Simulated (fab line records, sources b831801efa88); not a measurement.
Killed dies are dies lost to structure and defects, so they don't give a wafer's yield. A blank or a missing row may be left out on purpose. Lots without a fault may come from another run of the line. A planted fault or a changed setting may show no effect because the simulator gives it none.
Which tool did it? | flow sky130 | 24 lots, 72 wafers sampled, at 5 steps of a route of 708

WHAT THE GAUGES READ, wafer by wafer
SKY_VIA1_THK_MEAS_23: measures by xrf. Usual: VIA1_W_THK 273 nm, standard deviation 3.9.
lot  | measured     | on            | VIA1_W_THK (nm) | flag
L074 | day 33 19:00 | film_metro-01 | 276 275 277     |
L075 | day 33 22:44 | film_metro-02 | 277 276 275     |
L076 | day 34 18:22 | film_metro-04 | 273 275 272     |
L077 | day 34 21:01 | film_metro-02 | 270 267 265     |
L078 | day 35 10:56 | film_metro-01 | 272 275 276     |
L079 | day 36 01:31 | film_metro-04 | 270 271 271     |
L080 | day 36 01:53 | film_metro-01 | 279 280 280     |
L081 | day 36 03:52 | film_metro-04 | 273 271 271     |
L082 | day 36 09:06 | film_metro-02 | 276 275 278     |
L083 | day 36 22:19 | film_metro-01 | 277 279 277     |
L084 | day 36 23:24 | film_metro-01 | 276 275 276     |
L085 | day 37 08:43 | film_metro-04 | 273 273 272     |
L086 | day 37 18:48 | film_metro-01 | 279 278 280     |
L087 | day 38 02:20 | film_metro-04 | 275 269 268     |
L088 | day 38 05:22 | film_metro-04 | 272 271 272     |
L089 | day 38 15:26 | film_metro-01 | 276 276 278     |
L090 | day 39 00:48 | film_metro-01 | 275 274 274     |
L091 | day 39 11:08 | film_metro-01 | 268 266 270     |
L092 | day 40 05:42 | film_metro-02 | 274 274 272     |
L093 | day 40 06:28 | film_metro-02 | 266 266 267     |
L095 | day 40 08:03 | film_metro-02 | 264 267 269     |
L094 | day 40 09:25 | film_metro-02 | 265 268 266     |
L096 | day 40 14:37 | film_metro-04 | 273 275 276     |
L097 | day 40 23:54 | film_metro-01 | 274 272 277     |

SKY_METAL2_OVL_MEAS_16. Usual: METAL2_OVL 1 nm, standard deviation 5.4.
lot  | measured     | on         | METAL2_OVL (nm) | flag
L074 | day 34 22:10 | overlay-02 | 1 9 8           |
L075 | day 35 01:21 | overlay-02 | -6 -11 -4       |
L076 | day 35 20:44 | overlay-02 | -2 5 6          |
L077 | day 35 23:34 | overlay-02 | 9 3 0           |
L078 | day 36 14:03 | overlay-02 | 8 6 4           |
L079 | day 37 04:22 | overlay-01 | 5 -2 5          |
L080 | day 37 04:55 | overlay-01 | -2 -1 3         |
L081 | day 37 07:04 | overlay-02 | 3 3 5           |
L082 | day 37 11:08 | overlay-01 | 1 -3 -1         |
L083 | day 38 01:03 | overlay-02 | 3 1 1           |
L084 | day 38 01:40 | overlay-02 | 1 -5 0          |
L085 | day 38 11:22 | overlay-01 | 2 -4 -5         |
L086 | day 38 20:42 | overlay-02 | -7 -3 -6        |
L087 | day 39 03:55 | overlay-02 | 4 -4 4          |
L088 | day 39 07:17 | overlay-02 | -1 1 -2         |
L089 | day 39 16:52 | overlay-02 | 11 10 6         |
L090 | day 40 02:03 | overlay-01 | 2 3 5           |
L091 | day 40 12:19 | overlay-02 | -2 0 5          |
L092 | day 41 06:32 | overlay-02 | -11 -11 -8      |
L093 | day 41 07:09 | overlay-02 | -5 1 -3         |
L095 | day 41 08:39 | overlay-02 | 0 5 -3          |
L094 | day 41 10:41 | overlay-02 | 5 10 6          |
L096 | day 41 15:13 | overlay-01 | -6 0 -1         |
L097 | day 42 00:07 | overlay-02 | 12 0 6          |

SKY_VIA2_OVL_MEAS_13. Usual: VIA2_OVL -3 nm, standard deviation 5.9.
lot  | measured     | on         | VIA2_OVL (nm) | flag
L074 | day 36 02:21 | overlay-02 | 2 -2 -2       |
L075 | day 36 05:13 | overlay-02 | -11 -8 -9     |
L076 | day 37 00:13 | overlay-02 | 5 -2 -1       |
L077 | day 37 03:13 | overlay-01 | 1 3 7         |
L078 | day 37 17:57 | overlay-02 | -4 -7 -2      |
L079 | day 38 08:07 | overlay-01 | 3 3 1         |
L080 | day 38 08:41 | overlay-01 | -6 -8 -5      |
L081 | day 38 10:58 | overlay-01 | 0 -11 4       |
L082 | day 38 15:16 | overlay-01 | -4 -4 6       |
L083 | day 39 03:12 | overlay-01 | 1 -5 -7       |
L084 | day 39 04:22 | overlay-01 | -14 -2 0      |
L085 | day 39 13:08 | overlay-02 | 3 -5 1        |
L086 | day 39 22:55 | overlay-01 | 1 -6 -10      |
L087 | day 40 06:10 | overlay-01 | -11 -6 -15    |
L088 | day 40 09:40 | overlay-01 | 3 -11 -10     |
L089 | day 40 19:06 | overlay-02 | 5 -5 -6       |
L090 | day 41 03:37 | overlay-02 | 4 2 1         |
L091 | day 41 13:52 | overlay-01 | -17 -10 -14   |
L092 | day 42 06:43 | overlay-01 | 1 -5 -3       |
L093 | day 42 08:12 | overlay-02 | 4 -1 6        |
L095 | day 42 09:28 | overlay-02 | -6 -1 1       |
L094 | day 42 12:07 | overlay-01 | -9 -2 -8      |
L096 | day 42 16:37 | overlay-01 | 8 -11 -4      |
L097 | day 43 00:12 | overlay-01 | -9 -1 -3      |

WHICH TOOL RAN EACH LOT (tool, then ch and the chambers of the sampled wafers, then the start)
lot  | SKY_VIA1_ETCH_14                   | SKY_METAL2_ETCH_18
L074 | rie_diel-02 ch 1,3, day 33 18:01   | rie_metal-04 ch 0,1, day 34 22:15
L075 | rie_diel-02 ch 0,1,3, day 33 21:44 | rie_metal-01 ch 0,1, day 35 01:25
L076 | rie_diel-04 ch 1,2,3, day 34 17:20 | rie_metal-01 ch 0,1, day 35 20:49
L077 | rie_diel-01 ch 0,3, day 34 20:04   | rie_metal-02 ch 0,1, day 35 23:38
L078 | rie_diel-02 ch 0,1,2, day 35 09:52 | rie_metal-01 ch 0,1, day 36 14:07
L079 | rie_diel-01 ch 0,2,3, day 36 00:34 | rie_metal-02 ch 1, day 37 04:26
L080 | rie_diel-02 ch 0,1,2, day 36 00:56 | rie_metal-01 ch 0,1, day 37 04:59
L081 | rie_diel-04 ch 0,1,2, day 36 02:55 | rie_metal-04 ch 0,1, day 37 07:08
L082 | rie_diel-04 ch 0,2,3, day 36 08:05 | rie_metal-02 ch 0,1, day 37 11:11
L083 | rie_diel-04 ch 0,1,3, day 36 21:22 | rie_metal-04 ch 0,1, day 38 01:07
L084 | rie_diel-02 ch 2,3, day 36 22:26   | rie_metal-01 ch 0,1, day 38 01:44
L085 | rie_diel-01 ch 0,2,3, day 37 07:46 | rie_metal-04 ch 0,1, day 38 11:26
L086 | rie_diel-02 ch 0,1,3, day 37 17:49 | rie_metal-01 ch 1, day 38 20:46
L087 | rie_diel-04 ch 1,3, day 38 01:22   | rie_metal-04 ch 0,1, day 39 03:59
L088 | rie_diel-01 ch 2,3, day 38 04:25   | rie_metal-04 ch 0, day 39 07:20
L089 | rie_diel-02 ch 0,2, day 38 14:26   | rie_metal-01 ch 0,1, day 39 16:56
L090 | rie_diel-01 ch 2,3, day 38 23:50   | rie_metal-01 ch 0,1, day 40 02:07
L091 | rie_diel-01 ch 2,3, day 39 10:08   | rie_metal-01 ch 0,1, day 40 12:23
L092 | rie_diel-04 ch 0,1,2, day 40 04:44 | rie_metal-01 ch 0,1, day 41 06:35
L093 | rie_diel-02 ch 0,2,3, day 40 05:31 | rie_metal-02 ch 0,1, day 41 07:13
L095 | rie_diel-02 ch 0,1,3, day 40 07:05 | rie_metal-02 ch 0,1, day 41 08:43
L094 | rie_diel-01 ch 1,2, day 40 08:28   | rie_metal-04 ch 0,1, day 41 10:44
L096 | rie_diel-04 ch 0,2, day 40 13:37   | rie_metal-04 ch 1, day 41 15:17
L097 | rie_diel-01 ch 2,3, day 40 22:56   | rie_metal-02 ch 0,1, day 42 00:11
- SKY_VIA1_ETCH_14: etches BARC in N2/H2, stops on SiO2, time 45.9 s, target depth 60 nm.
- SKY_METAL2_ETCH_18: etches BARC in N2/H2, stops on SiO2, time 45.9 s, target depth 60 nm.

WHAT THE TOOLS THEMSELVES READ (means of the sampled wafers that have a number; where no wafer has one, the mark that the record gives instead)
SKY_VIA1_ETCH_14. Usual: drypump_motor_current_A 5.82 A, standard deviation 0.3; oes_product_au 0.855 a.u., standard deviation 0.0049; throttle_valve_pct 13.225 %, standard deviation 0.009.
lot  | tool        | drypump_motor_current_A (A) | oes_product_au (a.u.) | throttle_valve_pct (%) | flag
L074 | rie_diel-02 | 6.03                        | 0.853                 | 13.219                 |
L075 | rie_diel-02 | 5.99                        | 0.853                 | 13.222                 |
L076 | rie_diel-04 | 5.72                        | 0.854                 | 13.231                 |
L077 | rie_diel-01 | 5.86                        | 0.855                 | 13.222                 |
L078 | rie_diel-02 | 5.79                        | 0.859                 | 13.230                 |
L079 | rie_diel-01 | 5.82                        | 0.853                 | 13.226                 |
L080 | rie_diel-02 | 5.80                        | 0.852                 | 13.223                 |
L081 | rie_diel-04 | 5.76                        | 0.856                 | 13.230                 |
L082 | rie_diel-04 | 5.58                        | 0.857                 | 13.224                 |
L083 | rie_diel-04 | 5.59                        | 0.849                 | 13.230                 |
L084 | rie_diel-02 | 6.28                        | 0.852                 | 13.227                 |
L085 | rie_diel-01 | 5.83                        | 0.858                 | 13.227                 |
L086 | rie_diel-02 | 5.99                        | 0.853                 | 13.225                 |
L087 | rie_diel-04 | 5.72                        | 0.852                 | 13.228                 |
L088 | rie_diel-01 | 5.79                        | 0.855                 | 13.225                 |
L089 | rie_diel-02 | 5.78                        | 0.855                 | 13.220                 |
L090 | rie_diel-01 | 6.01                        | 0.854                 | 13.227                 |
L091 | rie_diel-01 | 5.79                        | 0.857                 | 13.224                 |
L092 | rie_diel-04 | 5.76                        | 0.858                 | 13.226                 |
L093 | rie_diel-02 | 6.02                        | 0.854                 | 13.226                 |
L095 | rie_diel-02 | 6.02                        | 0.854                 | 13.218                 |
L094 | rie_diel-01 | 5.76                        | 0.856                 | 13.227                 |
L096 | rie_diel-04 | 5.63                        | 0.852                 | 13.229                 |
L097 | rie_diel-01 | 5.80                        | 0.861                 | 13.218                 |

SKY_METAL2_ETCH_18. Usual: drypump_motor_current_A 5.8 A, standard deviation 0.35; oes_product_au 0.853 a.u., standard deviation 0.0046; throttle_valve_pct 13.224 %, standard deviation 0.0094.
lot  | tool         | drypump_motor_current_A (A) | oes_product_au (a.u.) | throttle_valve_pct (%) | flag
L074 | rie_metal-04 | 5.8                         | 0.853                 | 13.220                 |
L075 | rie_metal-01 | 5.9                         | 0.854                 | 13.229                 |
L076 | rie_metal-01 | 5.9                         | 0.851                 | 13.225                 |
L077 | rie_metal-02 | 5.3                         | 0.860                 | 13.226                 |
L078 | rie_metal-01 | 5.9                         | 0.853                 | 13.220                 |
L079 | rie_metal-02 | 5.7                         | 0.856                 | 13.228                 |
L080 | rie_metal-01 | 5.9                         | 0.853                 | 13.220                 |
L081 | rie_metal-04 | 5.8                         | 0.852                 | 13.222                 |
L082 | rie_metal-02 | 5.5                         | 0.856                 | 13.224                 |
L083 | rie_metal-04 | 5.8                         | 0.849                 | 13.226                 |
L084 | rie_metal-01 | 6.0                         | 0.857                 | 13.230                 |
L085 | rie_metal-04 | 5.8                         | 0.849                 | 13.218                 |
L086 | rie_metal-01 | 5.7                         | 0.851                 | 13.229                 |
L087 | rie_metal-04 | 5.8                         | 0.858                 | 13.232                 |
L088 | rie_metal-04 | 6.0                         | 0.851                 | 13.215                 |
L089 | rie_metal-01 | 5.9                         | 0.855                 | 13.231                 |
L090 | rie_metal-01 | 5.9                         | 0.853                 | 13.219                 |
L091 | rie_metal-01 | 6.1                         | 0.853                 | 13.225                 |
L092 | rie_metal-01 | 6.1                         | 0.855                 | 13.228                 |
L093 | rie_metal-02 | 5.5                         | 0.859                 | 13.220                 |
L095 | rie_metal-02 | 5.3                         | 0.855                 | 13.221                 |
L094 | rie_metal-04 | 5.8                         | 0.857                 | 13.213                 |
L096 | rie_metal-04 | 5.7                         | 0.851                 | 13.219                 |
L097 | rie_metal-02 | 5.4                         | 0.855                 | 13.228                 |

THE ANSWER, worked out from the rows above alone
Rule: a lot is off if the mean of its wafers that have a number lies more than 3 standard deviations from the usual mean. A lot without any number at a reading at which 4 lots or more have one is off too. The other lots that the step has rows for count as sound. The gauges are gone through in route order, then the tools' own readings, and for those a lot's mean is taken as printed above. The first step at which some lot is off is used, and at that step the reading that is off furthest; a lot without a number counts as furthest.
No lot is off at any reading shown: from this, nothing can be told.

WHAT THE SIMULATOR HAD PUT IN
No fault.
